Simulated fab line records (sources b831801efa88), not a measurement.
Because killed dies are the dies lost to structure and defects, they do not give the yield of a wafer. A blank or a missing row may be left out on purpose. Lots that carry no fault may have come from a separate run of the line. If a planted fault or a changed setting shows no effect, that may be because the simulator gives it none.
The tool behind it: which one? / flow sky130 / 12 lots with 36 wafers sampled at 5 steps, on a route of 708 steps

## WHAT THE GAUGES READ, wafer by wafer
No reading from a measuring or inspecting step in the record can be judged against a usual standard deviation.

## TOOL THAT RAN EACH LOT (tool first, then ch and the chambers of the sampled wafers, then the start)
lot=L626; SKY_SONOS_ONO_ETCH_15=rieDiel-02 ch 1,2,3, day 12 23:47; SKY_LDD_HVP_SOFTBAKE_03=lithoTrack-01 ch 0, day 21 11:26; SKY_LDD_HVP_STRIP_09=plasmaAsher-01 ch 0,1, day 22 02:18; SKY_POLY_CUT_ETCH_10=rieDiel-04 ch 0,1,3, day 24 17:39; SKY_PAD_OPEN_PROBE_99=-
lot=L628; SKY_SONOS_ONO_ETCH_15=rieDiel-03 ch 0,2,3, day 13 20:26; SKY_LDD_HVP_SOFTBAKE_03=lithoTrack-01 ch 0, day 22 08:30; SKY_LDD_HVP_STRIP_09=plasmaAsher-01 ch 0,1, day 23 00:07; SKY_POLY_CUT_ETCH_10=rieDiel-04 ch 0,1,2, day 25 14:59; SKY_PAD_OPEN_PROBE_99=-
lot=L629; SKY_SONOS_ONO_ETCH_15=rieDiel-02 ch 2,3, day 14 00:20; SKY_LDD_HVP_SOFTBAKE_03=lithoTrack-02 ch 0, day 22 14:14; SKY_LDD_HVP_STRIP_09=plasmaAsher-01 ch 0,1, day 23 05:51; SKY_POLY_CUT_ETCH_10=rieDiel-02 ch 0,2,3, day 25 19:20; SKY_PAD_OPEN_PROBE_99=-
lot=L632; SKY_SONOS_ONO_ETCH_15=rieDiel-02 ch 0,2,3, day 14 19:29; SKY_LDD_HVP_SOFTBAKE_03=lithoTrack-04 ch 0, day 23 07:34; SKY_LDD_HVP_STRIP_09=plasmaAsher-02 ch 0, day 23 21:58; SKY_POLY_CUT_ETCH_10=rieDiel-01 ch 1,2,3, day 26 12:11; SKY_PAD_OPEN_PROBE_99=-
lot=L634; SKY_SONOS_ONO_ETCH_15=rieDiel-02 ch 0,3, day 15 09:49; SKY_LDD_HVP_SOFTBAKE_03=lithoTrack-02 ch 0, day 24 01:57; SKY_LDD_HVP_STRIP_09=plasmaAsher-02 ch 0,1, day 24 17:22; SKY_POLY_CUT_ETCH_10=rieDiel-02 ch 0,3, day 27 07:59; SKY_PAD_OPEN_PROBE_99=prober-02, day 47 22:59
lot=L637; SKY_SONOS_ONO_ETCH_15=rieDiel-03 ch 0,2,3, day 16 15:22; SKY_LDD_HVP_SOFTBAKE_03=lithoTrack-02 ch 0, day 25 07:29; SKY_LDD_HVP_STRIP_09=plasmaAsher-02 ch 0,1, day 25 22:39; SKY_POLY_CUT_ETCH_10=rieDiel-04 ch 0,3, day 28 13:41; SKY_PAD_OPEN_PROBE_99=prober-02, day 48 19:11
lot=L638; SKY_SONOS_ONO_ETCH_15=rieDiel-03 ch 2,3, day 17 01:07; SKY_LDD_HVP_SOFTBAKE_03=lithoTrack-02 ch 0, day 25 16:50; SKY_LDD_HVP_STRIP_09=plasmaAsher-02 ch 0, day 26 07:52; SKY_POLY_CUT_ETCH_10=rieDiel-01 ch 1,3, day 28 20:14; SKY_PAD_OPEN_PROBE_99=prober-01, day 48 22:04
lot=L639; SKY_SONOS_ONO_ETCH_15=rieDiel-03 ch 1,3, day 17 09:55; SKY_LDD_HVP_SOFTBAKE_03=lithoTrack-01 ch 0, day 26 04:24; SKY_LDD_HVP_STRIP_09=plasmaAsher-01 ch 0,1, day 26 18:46; SKY_POLY_CUT_ETCH_10=rieDiel-02 ch 0,1,3, day 29 05:38; SKY_PAD_OPEN_PROBE_99=prober-02, day 49 07:16
lot=L640; SKY_SONOS_ONO_ETCH_15=rieDiel-03 ch 0,2,3, day 17 16:29; SKY_LDD_HVP_SOFTBAKE_03=lithoTrack-02 ch 0, day 26 09:24; SKY_LDD_HVP_STRIP_09=plasmaAsher-02 ch 0,1, day 27 00:04; SKY_POLY_CUT_ETCH_10=rieDiel-02 ch 0,2, day 29 11:02; SKY_PAD_OPEN_PROBE_99=prober-01, day 49 08:41
lot=L643; SKY_SONOS_ONO_ETCH_15=rieDiel-02 ch 0,1,3, day 18 19:05; SKY_LDD_HVP_SOFTBAKE_03=lithoTrack-01 ch 0, day 27 10:57; SKY_LDD_HVP_STRIP_09=plasmaAsher-01 ch 0,1, day 28 01:16; SKY_POLY_CUT_ETCH_10=rieDiel-04 ch 2,3, day 30 12:18; SKY_PAD_OPEN_PROBE_99=-
lot=L647; SKY_SONOS_ONO_ETCH_15=rieDiel-04 ch 0,2, day 20 02:59; SKY_LDD_HVP_SOFTBAKE_03=lithoTrack-01 ch 0, day 28 13:59; SKY_LDD_HVP_STRIP_09=plasmaAsher-02 ch 0,1, day 29 04:43; SKY_POLY_CUT_ETCH_10=rieDiel-01 ch 0,3, day 31 14:02; SKY_PAD_OPEN_PROBE_99=-
lot=L648; SKY_SONOS_ONO_ETCH_15=rieDiel-03 ch 0,1,2, day 20 06:48; SKY_LDD_HVP_SOFTBAKE_03=lithoTrack-04 ch 0, day 28 19:46; SKY_LDD_HVP_STRIP_09=plasmaAsher-04 ch 0,1, day 29 09:46; SKY_POLY_CUT_ETCH_10=rieDiel-01 ch 0,1, day 31 19:38; SKY_PAD_OPEN_PROBE_99=-
- SKY_SONOS_ONO_ETCH_15: etches the open film in CHF3/O2, target depth 19.52 nm, time 7.8 s.
- SKY_LDD_HVP_SOFTBAKE_03: time 60 s.
- SKY_LDD_HVP_STRIP_09: strips in O2/N2.
- SKY_POLY_CUT_ETCH_10: etches BARC in N2/H2, stops on SiO2, time 45.9 s, target depth 60 nm.
- SKY_PAD_OPEN_PROBE_99

## AS READ BY THE TOOLS THEMSELVES (means over the sampled wafers that have a number; for cases with no such wafer, the mark the record gives instead)
SKY_SONOS_ONO_ETCH_15.
lot=L626; tool=rieDiel-02; drypumpMotorCurrentA (A)=6.05; oesProductAu (a.u.)=1.003; throttleValvePct (%)=8.828
lot=L628; tool=rieDiel-03; drypumpMotorCurrentA (A)=6.17; oesProductAu (a.u.)=1.015; throttleValvePct (%)=8.821
lot=L629; tool=rieDiel-02; drypumpMotorCurrentA (A)=5.94; oesProductAu (a.u.)=0.982; throttleValvePct (%)=8.824
lot=L632; tool=rieDiel-02; drypumpMotorCurrentA (A)=5.86; oesProductAu (a.u.)=1.002; throttleValvePct (%)=8.832
lot=L634; tool=rieDiel-02; drypumpMotorCurrentA (A)=5.79; oesProductAu (a.u.)=0.999; throttleValvePct (%)=8.834
lot=L637; tool=rieDiel-03; drypumpMotorCurrentA (A)=6.16; oesProductAu (a.u.)=1.011; throttleValvePct (%)=8.830
lot=L638; tool=rieDiel-03; drypumpMotorCurrentA (A)=5.98; oesProductAu (a.u.)=1.013; throttleValvePct (%)=8.833
lot=L639; tool=rieDiel-03; drypumpMotorCurrentA (A)=5.79; oesProductAu (a.u.)=0.997; throttleValvePct (%)=8.822
lot=L640; tool=rieDiel-03; drypumpMotorCurrentA (A)=6.16; oesProductAu (a.u.)=1.009; throttleValvePct (%)=8.829
lot=L643; tool=rieDiel-02; drypumpMotorCurrentA (A)=5.96; oesProductAu (a.u.)=0.995; throttleValvePct (%)=8.816
lot=L647; tool=rieDiel-04; drypumpMotorCurrentA (A)=5.69; oesProductAu (a.u.)=1.007; throttleValvePct (%)=8.833
lot=L648; tool=rieDiel-03; drypumpMotorCurrentA (A)=5.96; oesProductAu (a.u.)=1.005; throttleValvePct (%)=8.830

SKY_LDD_HVP_SOFTBAKE_03.
lot=L626; tool=lithoTrack-01; resistLineTempC (C)=23.16; runLengthS (s)=89.24
lot=L628; tool=lithoTrack-01; resistLineTempC (C)=22.91; runLengthS (s)=89.19
lot=L629; tool=lithoTrack-02; resistLineTempC (C)=22.98; runLengthS (s)=88.95
lot=L632; tool=lithoTrack-04; resistLineTempC (C)=23.03; runLengthS (s)=88.87
lot=L634; tool=lithoTrack-02; resistLineTempC (C)=23.09; runLengthS (s)=89.09
lot=L637; tool=lithoTrack-02; resistLineTempC (C)=23.04; runLengthS (s)=95.11
lot=L638; tool=lithoTrack-02; resistLineTempC (C)=22.98; runLengthS (s)=95.11
lot=L639; tool=lithoTrack-01; resistLineTempC (C)=22.85; runLengthS (s)=89.19
lot=L640; tool=lithoTrack-02; resistLineTempC (C)=23.01; runLengthS (s)=95.15
lot=L643; tool=lithoTrack-01; resistLineTempC (C)=23.12; runLengthS (s)=89.06
lot=L647; tool=lithoTrack-01; resistLineTempC (C)=22.93; runLengthS (s)=89.21
lot=L648; tool=lithoTrack-04; resistLineTempC (C)=23.06; runLengthS (s)=88.81

SKY_LDD_HVP_STRIP_09.
lot=L626; tool=plasmaAsher-01; drypumpMotorCurrentA (A)=5.4; o2FlowSccm (sccm)=2999; oesProductAu (a.u.)=0.409; stripTimeToEndpointS (s)=4.149
lot=L628; tool=plasmaAsher-01; drypumpMotorCurrentA (A)=5.4; o2FlowSccm (sccm)=2997; oesProductAu (a.u.)=0.412; stripTimeToEndpointS (s)=4.134
lot=L629; tool=plasmaAsher-01; drypumpMotorCurrentA (A)=5.5; o2FlowSccm (sccm)=3001; oesProductAu (a.u.)=0.407; stripTimeToEndpointS (s)=4.119
lot=L632; tool=plasmaAsher-02; drypumpMotorCurrentA (A)=5.3; o2FlowSccm (sccm)=3011; oesProductAu (a.u.)=0.408; stripTimeToEndpointS (s)=4.134
lot=L634; tool=plasmaAsher-02; drypumpMotorCurrentA (A)=5.6; o2FlowSccm (sccm)=3003; oesProductAu (a.u.)=0.406; stripTimeToEndpointS (s)=4.133
lot=L637; tool=plasmaAsher-02; drypumpMotorCurrentA (A)=5.6; o2FlowSccm (sccm)=2994; oesProductAu (a.u.)=0.408; stripTimeToEndpointS (s)=4.113
lot=L638; tool=plasmaAsher-02; drypumpMotorCurrentA (A)=5.3; o2FlowSccm (sccm)=2997; oesProductAu (a.u.)=0.406; stripTimeToEndpointS (s)=4.125
lot=L639; tool=plasmaAsher-01; drypumpMotorCurrentA (A)=5.4; o2FlowSccm (sccm)=3004; oesProductAu (a.u.)=0.407; stripTimeToEndpointS (s)=4.144
lot=L640; tool=plasmaAsher-02; drypumpMotorCurrentA (A)=5.5; o2FlowSccm (sccm)=2999; oesProductAu (a.u.)=0.410; stripTimeToEndpointS (s)=4.130
lot=L643; tool=plasmaAsher-01; drypumpMotorCurrentA (A)=5.4; o2FlowSccm (sccm)=3006; oesProductAu (a.u.)=0.409; stripTimeToEndpointS (s)=4.137
lot=L647; tool=plasmaAsher-02; drypumpMotorCurrentA (A)=5.6; o2FlowSccm (sccm)=2994; oesProductAu (a.u.)=0.405; stripTimeToEndpointS (s)=4.153
lot=L648; tool=plasmaAsher-04; drypumpMotorCurrentA (A)=6.1; o2FlowSccm (sccm)=2999; oesProductAu (a.u.)=0.407; stripTimeToEndpointS (s)=4.136

SKY_POLY_CUT_ETCH_10.
lot=L626; tool=rieDiel-04; drypumpMotorCurrentA (A)=5.94; oesProductAu (a.u.)=0.853; throttleValvePct (%)=13.224
lot=L628; tool=rieDiel-04; drypumpMotorCurrentA (A)=5.86; oesProductAu (a.u.)=0.860; throttleValvePct (%)=13.228
lot=L629; tool=rieDiel-02; drypumpMotorCurrentA (A)=5.87; oesProductAu (a.u.)=0.849; throttleValvePct (%)=13.223
lot=L632; tool=rieDiel-01; drypumpMotorCurrentA (A)=5.97; oesProductAu (a.u.)=0.854; throttleValvePct (%)=13.231
lot=L634; tool=rieDiel-02; drypumpMotorCurrentA (A)=5.82; oesProductAu (a.u.)=0.855; throttleValvePct (%)=13.228
lot=L637; tool=rieDiel-04; drypumpMotorCurrentA (A)=5.76; oesProductAu (a.u.)=0.860; throttleValvePct (%)=13.227
lot=L638; tool=rieDiel-01; drypumpMotorCurrentA (A)=5.79; oesProductAu (a.u.)=0.853; throttleValvePct (%)=13.226
lot=L639; tool=rieDiel-02; drypumpMotorCurrentA (A)=5.98; oesProductAu (a.u.)=0.853; throttleValvePct (%)=13.231
lot=L640; tool=rieDiel-02; drypumpMotorCurrentA (A)=5.83; oesProductAu (a.u.)=0.852; throttleValvePct (%)=13.235
lot=L643; tool=rieDiel-04; drypumpMotorCurrentA (A)=5.85; oesProductAu (a.u.)=0.857; throttleValvePct (%)=13.233
lot=L647; tool=rieDiel-01; drypumpMotorCurrentA (A)=5.95; oesProductAu (a.u.)=0.855; throttleValvePct (%)=13.224
lot=L648; tool=rieDiel-01; drypumpMotorCurrentA (A)=5.59; oesProductAu (a.u.)=0.847; throttleValvePct (%)=13.230

SKY_PAD_OPEN_PROBE_99.
lot=L634 tool=prober-02 killed_at_M0_to_M3=39 killed_at_M4_up=5.0 killedAtContacts=23 killedAtFrontEnd=10 killedAtOther=0.3 killedDies=77 killedOpen=44 killedShort=33
lot=L637 tool=prober-02 killed_at_M0_to_M3=36 killed_at_M4_up=4.0 killedAtContacts=31 killedAtFrontEnd=18 killedAtOther=0.0 killedDies=89 killedOpen=50 killedShort=39
lot=L638 tool=prober-01 killed_at_M0_to_M3=38 killed_at_M4_up=4.0 killedAtContacts=22 killedAtFrontEnd=10 killedAtOther=0.3 killedDies=75 killedOpen=44 killedShort=30
lot=L639 tool=prober-02 killed_at_M0_to_M3=46 killed_at_M4_up=1.7 killedAtContacts=23 killedAtFrontEnd=17 killedAtOther=0.7 killedDies=89 killedOpen=50 killedShort=39
lot=L640 tool=prober-01 killed_at_M0_to_M3=43 killed_at_M4_up=0.7 killedAtContacts=27 killedAtFrontEnd=14 killedAtOther=0.0 killedDies=84 killedOpen=45 killedShort=39

## THE ANSWER, worked out from the rows above alone
Rule: the lots themselves supply what counts as usual. Put in order of their means at a reading, lots are off if they are a third of the lots or fewer, leave a main group of 4 or more, and stand apart from it by a gap of 3 or more times the standard deviation of the main group's means; of several such gaps the widest counts. A main group whose means are all the same, to the digits that the tables above print for the reading, isn't used. A lot without any number at a reading at which 4 lots or more have one is off too. The other lots that the step has rows for count as sound. Order of review: gauges by route order, followed by the tools' own readings, for which a lot's mean as printed above is used. The first step at which some lot is off is used, and at that step the reading that is off furthest; a lot without a number counts as furthest.
Off, at SKY_LDD_HVP_SOFTBAKE_03 on runLengthS: L637, L638, L640. For the main group the mean is 89.07 s and the standard deviation 0.15.
A tool fits if, at that step or a process step before it, it ran every lot that is off, and no sound lot after the first of them. One fits: SKY_LDD_HVP_SOFTBAKE_03 on lithoTrack-02. A fault onset in the window from L634 (day 24 01:57, its last sound lot) to L637 (day 25 07:29, its first lot off) fits.
On the lots that are off, the tool's own readings at SKY_LDD_HVP_SOFTBAKE_03 differ by more than 5 times the standard deviation of the sound lots' means, which bears it out; runLengthS reads 95.12 s there versus 89.07 s on the sound lots.

## WHAT THE SIMULATOR HAD INSERTED
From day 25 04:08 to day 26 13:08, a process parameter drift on lithoTrack-02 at SKY_LDD_HVP_SOFTBAKE_03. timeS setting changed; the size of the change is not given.
Lots struck among those shown: L637, L638, L640. The rule above found the same.
